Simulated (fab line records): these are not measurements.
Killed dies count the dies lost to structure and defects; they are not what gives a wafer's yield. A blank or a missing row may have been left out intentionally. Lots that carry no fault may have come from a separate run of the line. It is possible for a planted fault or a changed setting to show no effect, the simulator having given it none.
The tool behind it: which one? | flow sky130 | 15 lots, 45 wafers sampled, at 3 steps of a route of 708

## WHAT THE GAUGES SHOWED, per wafer
SKY_PWDE_OVL_MEAS_07.
lot  | measured    | on         | PWDE_OVL (nm)
L316 | day 3 21:27 | overlay-02 | 3.2 0.2 0.2
L317 | day 4 03:40 | overlay-02 | 0.3 3.2 2.7
L318 | day 4 10:47 | overlay-02 | 3.3 3.9 4.4
L319 | day 4 14:17 | overlay-02 | 1.6 1.8 1.4
L328 | day 6 15:26 | overlay-01 | 1.6 1.8 2.9
L329 | day 6 21:52 | overlay-01 | 2.1 1.9 0.7
L330 | day 7 02:37 | overlay-01 | 0.8 0.6 1.7
L331 | day 7 07:26 | overlay-02 | -0.7 -0.1 0.9
L332 | day 7 13:20 | overlay-01 | 0.6 -0.1 -1.0
L333 | day 7 20:50 | overlay-02 | 2.3 2.3 3.6
L334 | day 7 23:47 | overlay-02 | -0.7 0.7 -2.3
L335 | day 8 08:17 | overlay-02 | 1.3 3.7 0.9
L336 | day 8 15:29 | overlay-02 | 2.8 2.6 4.4
L337 | day 8 19:26 | overlay-02 | 4.2 4.8 3.7
L339 | day 9 04:43 | overlay-02 | 3.1 2.9 2.6

SKY_GATE_OXIDE_TW_MEAS_14.
lot  | measured     | on            | GATE_OXIDE_TW
L316 | day 13 19:08 | film-metro-02 | 220.3 221.2 220.8
L317 | day 14 02:34 | film-metro-02 | 221.2 220.2 220.0
L318 | day 14 15:03 | film-metro-04 | 223.5 224.0 224.1
L319 | day 14 22:46 | film-metro-03 | 222.7 222.6 222.7
L328 | day 18 05:28 | film-metro-04 | 223.2 223.5 223.3
L329 | day 18 16:18 | film-metro-04 | 222.9 222.9 224.3
L330 | day 18 16:24 | film-metro-02 | 219.4 219.2 220.1
L331 | day 18 23:18 | film-metro-03 | 222.5 223.5 222.9
L332 | day 19 04:43 | film-metro-03 | 222.4 223.0 223.5
L333 | day 19 21:19 | film-metro-04 | 225.0 225.5 224.3
L334 | day 20 07:04 | film-metro-02 | 222.4 221.3 220.1
L335 | day 20 16:59 | film-metro-04 | 224.0 225.9 225.5
L336 | day 20 22:10 | film-metro-03 | 223.5 221.6 222.8
L337 | day 21 09:56 | film-metro-04 | 223.8 223.3 224.2
L339 | day 21 16:45 | film-metro-03 | 224.0 223.6 221.8

## WHAT TOOL EACH LOT RAN ON (gives the tool, then ch and the chambers of the sampled wafers, and finally the start)
lot  | SKY_VT_ADJUST_LVTN_DEVELOP_17
L316 | litho-track-02 ch 0, day 7 17:52
L317 | litho-track-03 ch 0, day 8 01:14
L318 | litho-track-03 ch 0, day 8 10:07
L319 | litho-track-04 ch 0, day 8 14:35
L328 | litho-track-02, day 10 23:44
L329 | litho-track-04, day 11 09:08
L330 | litho-track-04, day 11 14:38
L331 | litho-track-02 ch 0, day 11 20:13
L332 | litho-track-04 ch 0, day 12 03:53
L333 | litho-track-03 ch 0, day 12 12:17
L334 | litho-track-04 ch 0, day 12 17:05
L335 | litho-track-04 ch 0, day 13 02:47
L336 | litho-track-04 ch 0, day 13 11:32
L337 | litho-track-02 ch 0, day 13 16:40
L339 | litho-track-02 ch 0, day 14 04:14
- SKY_VT_ADJUST_LVTN_DEVELOP_17: develop time 60 s.

## WHAT THE TOOLS THEMSELVES READ (means of the sampled wafers that have a number; where no wafer has one, the mark that the record gives instead)
SKY_VT_ADJUST_LVTN_DEVELOP_17.
lot  | tool           | chill-plate-temp-C (C)
L316 | litho-track-02 | 23.11
L317 | litho-track-03 | 22.95
L318 | litho-track-03 | 23.04
L319 | litho-track-04 | 23.14
L328 | litho-track-02 | -
L329 | litho-track-04 | -
L330 | litho-track-04 | -
L331 | litho-track-02 | 22.96
L332 | litho-track-04 | 23.07
L333 | litho-track-03 | 22.96
L334 | litho-track-04 | 22.99
L335 | litho-track-04 | 23.01
L336 | litho-track-04 | 22.96
L337 | litho-track-02 | 22.89
L339 | litho-track-02 | 22.95

## THE ANSWER, worked out from the rows above alone
Rule: usual is defined by the lots themselves. The widest of any qualifying gaps counts: lots, ordered by their means at a reading, are off when they make up no more than a third of the lots, leave a main group of 4 or more, and stand apart from it by 3 or more times the standard deviation of that group's means. A main group whose means are all the same, to the digits that the tables above print for the reading, isn't used. Also off: a lot with no number at a reading for which 4 or more lots have one. All remaining lots with rows at the step are treated as sound. After the gauges, taken in route order, come the tools' own readings; for these a lot's mean is taken, as printed above. At the first step where some lot is off, the reading lying furthest off is the one used; lots without a number count as furthest.
Off at SKY_VT_ADJUST_LVTN_DEVELOP_17 (chill-plate-temp-C): L328, L329, L330. Without a number there: L328, L329, L330. The main group has a mean of 23.00 C with a standard deviation of 0.071.
If a tool, at that step or one of the process steps before it, ran each lot that is off and ran no sound lot following the first of them, it fits. Not one of the candidates tried fits.

## WHAT THE SIMULATOR HAD INSERTED
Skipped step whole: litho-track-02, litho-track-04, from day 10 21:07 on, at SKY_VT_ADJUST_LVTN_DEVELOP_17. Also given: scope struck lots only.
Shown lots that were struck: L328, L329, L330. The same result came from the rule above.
